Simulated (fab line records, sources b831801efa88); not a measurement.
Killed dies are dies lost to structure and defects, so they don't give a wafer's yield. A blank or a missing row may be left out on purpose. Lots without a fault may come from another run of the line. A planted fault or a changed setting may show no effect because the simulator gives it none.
Problem report in the 8D (eight disciplines) form, filled by code | flow gf180mcu | the parts of the form that need people (team, actions taken, sign-off) are left out

1. THE PROBLEM
V4_W_RS at GF_V4_RS_MEAS_24 reads a mean of 0.273 ohm/sq on 9 wafers of 3 lots; wafers without a fault read 0.327 ohm/sq with a standard deviation of 0.004. That is -14 standard deviations from the usual mean.
The step: measures by four-point-probe.
First seen on wafer L660.1, day 28 21:02, on film_metro-02. The record holds 30 wafers of 10 lots with a number at this step. Rule for "out", or "out of limits": more than 4 standard deviations from the usual mean. The other wafers with a number count as sound.

2. WHAT IT IS AND WHAT IT IS NOT
question                    | is                           | is not
which readings at this step | V4_W_RS                      | -
which lots                  | L660, L661, L664             | L650, L651, L652, L657, L659, L662, L663
which wafers of those lots  | all that have a number       | -
read on which gauges        | film_metro-02, film_metro-04 | film_metro-03
when                        | from day 28 21:02            | up to then (15 sound wafers); but 6 sound wafers of L662, L663 came after

3. SUSPECTS, AND WHAT RULES EACH OUT
Counting: a tool at a process step up to the reading stays a suspect if it ran every lot that is out and no sound lot after the first of them.
- the gauge at GF_V4_RS_MEAS_24: ruled out. The wafers that are out were read on 2 gauges (film_metro-02, film_metro-04).
- cvd_w-01 at GF_V4_CVD_23 (deposits W, target thk 350 nm, time 104.9 s): kept. It ran every lot that is out, first L660 (day 28 20:55), and no sound lot after that; its last sound lot up to then is L659 (day 28 19:05). Its own readings are out on those wafers: chamber_pressure_Torr.
Left after counting: cvd_w-01 at GF_V4_CVD_23.

4. THE CAUSE (what the simulator had put in)
Process parameter drift: cvd_w-01, from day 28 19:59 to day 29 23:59, at GF_V4_CVD_23. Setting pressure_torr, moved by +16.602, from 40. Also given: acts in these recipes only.
Counting left only this tool.

5. THE CHAIN OF EFFECTS, in route order
Each row: a reading whose mean over the struck wafers that have a number lies more than 3 standard deviations from the usual. Only readings for which the record gives a usual standard deviation are gone through. hours: the time from each lot's start at the first step in this table that gives one to its start at this step, as a median over the lots. sigmas: the change in usual standard deviations.
hours | step              | reading               | usual        | on struck wafers | change | sigmas
0     | GF_V4_CVD_23      | chamber_pressure_Torr | 40.01 Torr   | 56.62            | +16.61 | +99 or more
0     | GF_V4_RS_MEAS_24  | V4_W_RS               | 0.327 ohm/sq | 0.273            | -0.054 | -14
0     | GF_V4_THK_MEAS_25 | V4_W_THK              | 352 nm       | 425              | +73    | +17
0     | GF_V4_CMP_26      | time_to_endpoint_s    | 85 s         | 103              | +18    | +5.0
The process steps in it:
- GF_V4_CVD_23: deposits W, target thk 350 nm, time 104.9 s.
- GF_V4_CMP_26: polishes, stops on SiO2, t overpolish 15 s, target thk 0 nm.

6. WHAT WOULD HAVE CAUGHT IT SOONER
In this record the first reading out of limits at a measuring or inspecting step was taken at day 28 21:02, 1 hour after the fault began at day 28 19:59.
The tool's own readings at GF_V4_CVD_23 were out on every struck wafer that the step has a row for (chamber_pressure_Torr): an alarm limit on them would have fired on the first of those.
Of the lots that are out (3), L661, L664 began GF_V4_CVD_23 on cvd_w-01 after day 28 21:02. A hold on the tool at that time would have spared those 2.
